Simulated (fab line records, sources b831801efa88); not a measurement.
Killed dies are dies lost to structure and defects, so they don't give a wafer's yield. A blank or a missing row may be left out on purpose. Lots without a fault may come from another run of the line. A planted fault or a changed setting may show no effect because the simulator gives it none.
fab line records | flow gf180mcu
record lots=15 wafers=45 last_day=34
route steps=602 shown VT_IMPLANT@128 V1@336
lots that met no fault: from a run of the same line without faults
start_h: hours from the record's first day to the start of the lot's first wafer shown | wait_h: hours since the lot's step before | " the same as in the row above | L1.1+2: a row that stands for several wafers | - no value, or no start given | * or withheld: withheld | < > ~ a bound
route shown NAME@n: a module of which the file shows steps, and the number in the route of the first | usual: mean/standard deviation of fault-free wafers | same: alike in all rows | chamber/n: place in a boat | sites: the reading at each site | _std_site: their standard deviation | _edge_site: outer sites' mean less inner sites' | radius_mm: how far each site lies from the wafer's centre | mask NAME#n: copy n | behind: the tool/chamber that last shaped the wafer | hold: why the lot was held/for how many hours/how that ended | device: the transistor (n, p or np) that didn't switch | end of line: the same wafers' tests at the end of the route | a step without rows: its recipe alone | killed: dies lost to structure and defects at the first sort, not the wafer's yield | map: a wafer's dies, x killed, . not, _ none there
set.NAME: the setting as run; set.NAME@STEP: as run at that earlier step | model.NAME: the simulator's own value behind a step, which no gauge read
steps of the route over a sample of lots; a table a step, a row a wafer
## steps
# step GF_VT_IMPLANT_PEB_38
# recipe temp_c=withheld time_s=* resist=NOVOLAK
# usual chill_plate_temp_C=* exhaust_pa=45.1/0.94
# columns lot.wafer tool chamber start_h wait_h chill_plate_temp_C exhaust_pa
L197.1 litho_track-03 0 172.84 - * 44.6
L197.3 " 0 " " * 45.2
L197.5 " 0 " " * 45.2
L198.1 litho_track-02 0 180.08 - * 44.5
L198.2 " 0 " " * 44.3
L198.4 " 0 " " * 44.9
L199.2 litho_track-03 0 180.97 - * 43.9
L199.3 " 0 " " * 44.8
L199.5 " 0 " " * 43.8
L201.1 litho_track-02 0 190.73 - * 44.9
L201.4 " 0 " " * 43.3
L201.6 " 0 " " * 43.8
L202.1 litho_track-01 0 198.40 - * 45.3
L202.3 " 0 " " * 44.9
L202.6 " 0 " " * 45.7
L203.3 litho_track-01 0 207.40 - * 44.9
L203.4 " 0 " " * 45.7
L203.5 " 0 " " * 44.9
L206.4 litho_track-01 0 224.62 - * 46.1
L206.5 " 0 " " * 45.7
L206.6 " 0 " " * 44.5
L207.1 litho_track-01 0 229.85 - * 45.4
L207.3 " 0 " " * 45.2
L207.6 " 0 " " * 44.1
L208.1 litho_track-02 0 237.37 - * 45.2
L208.2 " 0 " " * 45.1
L208.6 " 0 " " * 46.1
L209.1 litho_track-03 0 249.14 - * 43.9
L209.5 " 0 " " * 46.3
L209.6 " 0 " " * 44.0
L215.3 litho_track-02 - 291.97 - - -
L215.5 " - " " - -
L215.6 " - " " - -
L216.3 litho_track-03 - 296.99 - - -
L216.5 " - " " - -
L216.6 " - " " - -
L217.1 litho_track-01 - 302.70 - - -
L217.5 " - " " - -
L217.6 " - " " - -
L218.1 litho_track-03 0 303.04 - * 46.0
L218.4 " 0 " " * 44.2
L218.6 " 0 " " * 44.5
L219.2 litho_track-01 0 309.97 - * 45.1
L219.3 " 0 " " * 45.7
L219.6 " 0 " " * 45.7
# step GF_V1_THK_MEAS_01
# recipe reads=SiO2_of_V1_CVD_00
# usual V1_CVD_00_THK=602/6.7
# columns lot.wafer tool chamber start_h wait_h V1_CVD_00_THK[nm]
L197.1 film_metro-04 - 410.82 0.0 591
L197.3 " - " " 592
L197.5 " - " " 590
L198.1 film_metro-02 - 417.86 0.0 597
L198.2 " - " " 611
L198.4 " - " " 604
L199.2 film_metro-04 - 420.52 0.0 597
L199.3 " - " " 604
L199.5 " - " " 593
L201.1 film_metro-04 - 435.74 0.0 595
L201.4 " - " " 601
L201.6 " - " " 602
L202.1 film_metro-04 - 442.52 0.0 603
L202.3 " - " " 603
L202.6 " - " " 595
L203.3 film_metro-03 - 455.68 0.1 608
L203.4 " - " " 597
L203.5 " - " " 603
L206.4 film_metro-04 - 478.73 0.0 599
L206.5 " - " " 608
L206.6 " - " " 599
L207.1 film_metro-04 - 489.59 0.1 603
L207.3 " - " " 604
L207.6 " - " " 597
L208.1 film_metro-04 - 493.65 0.1 601
L208.2 " - " " 612
L208.6 " - " " 608
L209.1 film_metro-03 - 511.42 0.0 592
L209.5 " - " " 590
L209.6 " - " " 590
L215.3 film_metro-04 - 561.98 0.1 603
L215.5 " - " " 614
L215.6 " - " " 599
L216.3 film_metro-04 - 567.18 0.1 592
L216.5 " - " " 601
L216.6 " - " " 600
L217.1 film_metro-02 - 571.78 0.0 589
L217.5 " - " " 588
L217.6 " - " " 609
L218.1 film_metro-02 - 575.40 0.0 602
L218.4 " - " " 601
L218.6 " - " " 600
L219.2 film_metro-02 - 579.47 0.0 606
L219.3 " - " " 607
L219.6 " - " " 606
# step GF_V1_BOW_MEAS_05
# recipe mode=bow
# usual V1_BOW=82/7.6
# columns lot.wafer tool chamber start_h wait_h V1_BOW[um]
L197.1 film_metro-04 - 411.31 0.2 87
L197.3 " - " " 66
L197.5 " - " " 85
L198.1 film_metro-03 - 418.35 0.2 88
L198.2 " - " " 85
L198.4 " - " " 77
L199.2 film_metro-04 - 421.02 0.2 83
L199.3 " - " " 75
L199.5 " - " " 84
L201.1 film_metro-02 - 436.23 0.2 82
L201.4 " - " " 81
L201.6 " - " " 76
L202.1 film_metro-04 - 443.01 0.2 77
L202.3 " - " " 78
L202.6 " - " " 89
L203.3 film_metro-02 - 456.19 0.2 81
L203.4 " - " " 75
L203.5 " - " " 87
L206.4 film_metro-04 - 479.25 0.3 84
L206.5 " - " " 75
L206.6 " - " " 84
L207.1 film_metro-02 - 490.28 0.1 91
L207.3 " - " " 88
L207.6 " - " " 83
L208.1 film_metro-03 - 494.14 0.2 82
L208.2 " - " " 98
L208.6 " - " " 72
L209.1 film_metro-03 - 511.91 0.2 80
L209.5 " - " " 91
L209.6 " - " " 85
L215.3 film_metro-03 - 562.53 0.2 84
L215.5 " - " " 90
L215.6 " - " " 83
L216.3 film_metro-04 - 567.69 0.2 80
L216.5 " - " " 75
L216.6 " - " " 74
L217.1 film_metro-02 - 572.27 0.2 78
L217.5 " - " " 80
L217.6 " - " " 80
L218.1 film_metro-04 - 576.12 0.2 89
L218.4 " - " " 93
L218.6 " - " " 92
L219.2 film_metro-04 - 579.97 0.3 90
L219.3 " - " " 82
L219.6 " - " " 73
# step GF_V1_CD_MEAS_14
# recipe target_cd_nm=260
# usual cd_nm=260.1/1
# columns lot.wafer tool chamber start_h wait_h cd_nm
L197.1 cd_sem-02 - 435.15 0.1 261.3
L197.3 " - " " 260.4
L197.5 " - " " 259.8
L198.1 cd_sem-02 - 442.59 0.1 260.1
L198.2 " - " " 260.6
L198.4 " - " " 259.6
L199.2 cd_sem-01 - 446.07 0.1 260.1
L199.3 " - " " 259.3
L199.5 " - " " 258.1
L201.1 cd_sem-01 - 460.56 0.1 260.4
L201.4 " - " " 260.5
L201.6 " - " " 260.7
L202.1 cd_sem-02 - 467.50 0.1 259.1
L202.3 " - " " 260.0
L202.6 " - " " 260.7
L203.3 cd_sem-01 - 480.20 0.1 259.8
L203.4 " - " " 260.1
L203.5 " - " " 261.0
L206.4 cd_sem-02 - 503.40 0.1 261.0
L206.5 " - " " 262.2
L206.6 " - " " 261.7
L207.1 cd_sem-02 - 513.76 0.1 260.5
L207.3 " - " " 260.9
L207.6 " - " " 259.8
L208.1 cd_sem-02 - 517.11 0.1 260.2
L208.2 " - " " 260.6
L208.6 " - " " 260.6
L209.1 cd_sem-02 - 534.64 0.1 260.0
L209.5 " - " " 260.3
L209.6 " - " " 258.7
L215.3 cd_sem-01 - 584.83 0.1 260.3
L215.5 " - " " 260.4
L215.6 " - " " 260.6
L216.3 cd_sem-01 - 589.58 0.1 257.5
L216.5 " - " " 257.8
L216.6 " - " " 259.4
L217.1 cd_sem-01 - 594.54 0.1 260.4
L217.5 " - " " 261.3
L217.6 " - " " 261.7
L218.1 cd_sem-02 - 597.26 0.1 260.1
L218.4 " - " " 259.8
L218.6 " - " " 260.1
L219.2 cd_sem-02 - 601.66 0.1 260.1
L219.3 " - " " 260.4
L219.6 " - " " 261.9
## key
first_sign step=GF_VT_IMPLANT_PEB_38 reading=tool_record direction=missing
effect none on later readings
met_at GF_VT_IMPLANT_PEB_38
struck_lots L215,L216,L217
sort_left_out L215.3,L215.5,L215.6,L216.3,L216.5,L216.6,L217.1,L217.5,L217.6
tester_left_out L215,L216,L217
not_acting_at GF_V1_THK_MEAS_01,GF_V1_BOW_MEAS_05,GF_V1_CD_MEAS_14
onset_between 249.14 291.97
fault kind=skipped_step_whole tool=litho_track-01,litho_track-02,litho_track-03 chamber=- onset_h=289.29 steps=GF_VT_IMPLANT_PEB_38 scope=struck_lots_only
# tester_left_out: of these lots the tester's yield and bins aren't shown, on N5 and GAA mostly nor the transistor test; their killed dies are dies lost to structure and defects alone, not to doping, threshold or leakage, so they don't give the yield
# sort_left_out: the simulated sort isn't trusted on such a fault, so these wafers' sort isn't shown, and their yield isn't known
